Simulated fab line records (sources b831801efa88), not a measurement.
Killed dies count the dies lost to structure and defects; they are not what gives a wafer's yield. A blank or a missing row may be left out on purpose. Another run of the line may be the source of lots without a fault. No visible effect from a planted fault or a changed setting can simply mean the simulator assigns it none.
One fault through the eyes of 2 desks + flow sky130 + each desk holds nothing but its own numbers, with what lay behind them at the end

== AT THE METROLOGY DESK ==
Means of the sampled wafers that have a number, per lot and without regard to the tool the lot ran on: this is what the gauges read. Marked OUT: a lot whose mean sits more than 4 standard deviations from the usual mean, which makes it out of limits; the brackets give that distance.
Columns: A = VT_ADJUST_LVTN_2_TW at SKY_VT_ADJUST_LVTN_TW_MEAS_21, usual 188.5; B = cd-nm at SKY_VT_ADJUST_NCORE_CD_MEAS_07, usual 380.5 nm
| lot  | first seen here | A               | B     |
|------|-----------------|-----------------|-------|
| L626 | day 7 15:10     | 188.3           | 377.4 |
| L627 | day 8 01:23     | 189.3           | 382.1 |
| L629 | day 8 08:53     | 188.9           | 380.3 |
| L630 | day 8 18:58     | 189.2           | 382.1 |
| L637 | day 10 23:58    | 204.0 (+19) OUT | 381.2 |
| L638 | day 11 06:59    | 205.2 (+20) OUT | 376.7 |
| L643 | day 12 16:15    | 189.4           | 380.6 |
| L644 | day 13 11:13    | 187.6           | 381.5 |
| L645 | day 13 14:56    | 187.6           | 380.6 |
| L646 | day 13 16:40    | 187.6           | 380.8 |
| L648 | day 14 04:03    | 187.7           | 382.7 |
| L649 | day 14 12:25    | 189.2           | 378.3 |
This desk reports L637, L638 out of limits; the earliest was L637 at day 10 23:58 (VT_ADJUST_LVTN_2_TW at SKY_VT_ADJUST_LVTN_TW_MEAS_21). L626, L627, L629, L630, L643, L644, L645, L646, L648, L649: within limits.

== TOOL OWNER'S DESK, implanter-04 ==
The tool's own readings at SKY_VT_ADJUST_LVTN_IMPLANT_19: means of the sampled wafers that have a number, for each lot that ran on this tool. Marked OUT: a lot whose mean sits more than 4 standard deviations from the usual mean, which makes it out of limits; the brackets give that distance.
Columns: A = dose-ions-cm2 at SKY_VT_ADJUST_LVTN_IMPLANT_19, usual 6.5e+11; B = faraday-current-uA at SKY_VT_ADJUST_LVTN_IMPLANT_19, usual 3.66
| lot  | first seen here | A                         | B              |
|------|-----------------|---------------------------|----------------|
| L637 | day 10 23:43    | 8.6e+11 (+99 or more) OUT | 4.71 (+13) OUT |
| L638 | day 11 06:44    | 8.6e+11 (+99 or more) OUT | 4.88 (+15) OUT |
This desk's verdict: out of limits on L637, L638, starting with L637 at day 10 23:43 (dose-ions-cm2 at SKY_VT_ADJUST_LVTN_IMPLANT_19). In limits: none.

== TAKEN TOGETHER ==
The tool owner's desk had the chance to raise an alarm at day 10 23:43 on L637, L638.
At day 10 23:58 the metrology desk could have sounded an alarm, on L637, L638.
Every lot named ran SKY_VT_ADJUST_LVTN_IMPLANT_19 on implanter-04.

== WHAT HAD BEEN PUT IN BY THE SIMULATOR ==
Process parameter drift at SKY_VT_ADJUST_LVTN_IMPLANT_19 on implanter-04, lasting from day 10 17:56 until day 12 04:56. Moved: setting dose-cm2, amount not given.
Lots struck among those shown: L637, L638.
Counting hours from when the fault started, the first reading out of limits came at 6 for the tool owner's desk and at 6 for the metrology desk.
